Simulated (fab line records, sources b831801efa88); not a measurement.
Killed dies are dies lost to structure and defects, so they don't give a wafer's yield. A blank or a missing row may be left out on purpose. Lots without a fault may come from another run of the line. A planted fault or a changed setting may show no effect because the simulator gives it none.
Which tool did it? | flow gf180mcu | 6 lots, 18 wafers sampled, at 2 steps of a route of 602

WHAT THE GAUGES READ, wafer by wafer
GF_V1_THK_MEAS_25: measures by xrf.
lot  | measured     | on            | V1_W_THK (nm)
L720 | day 19 06:41 | film_metro-04 | 339 341 342
L722 | day 19 19:15 | film_metro-02 | 352 363 359
L728 | day 21 16:37 | film_metro-01 | 343 338 335
L735 | day 24 06:08 | film_metro-02 | 352 350 351
L737 | day 24 23:15 | film_metro-02 | 353 354 353
L739 | day 25 14:21 | film_metro-04 | 346 339 345

WHICH TOOL RAN EACH LOT (tool, then ch and the chambers of the sampled wafers, then the start)
lot  | GF_CONTACT_SPUTTER_22
L720 | pvd_sputter-01, day 17 01:14
L722 | pvd_sputter-02, day 17 13:45
L728 | pvd_sputter-03, day 19 15:50
L735 | pvd_sputter-03, day 22 05:21
L737 | pvd_sputter-03, day 23 00:21
L739 | pvd_sputter-01, day 23 15:40
- GF_CONTACT_SPUTTER_22: material Ti, target thk 15 nm, time 80.02 s.

THE ANSWER, worked out from the rows above alone
Rule: what is usual is taken from the lots themselves. Put in order of their means at a reading, lots are off if they are a third of the lots or fewer, leave a main group of 4 or more, and stand apart from it by a gap of 3 or more times the standard deviation of the main group's means; of several such gaps the widest counts. A main group whose means are all the same, to the digits that the tables above print for the reading, isn't used. A lot without any number at a reading at which 4 lots or more have one is off too. The other lots that the step has rows for count as sound.
No lot is off at any reading shown: from this, nothing can be told.

WHAT THE SIMULATOR HAD PUT IN
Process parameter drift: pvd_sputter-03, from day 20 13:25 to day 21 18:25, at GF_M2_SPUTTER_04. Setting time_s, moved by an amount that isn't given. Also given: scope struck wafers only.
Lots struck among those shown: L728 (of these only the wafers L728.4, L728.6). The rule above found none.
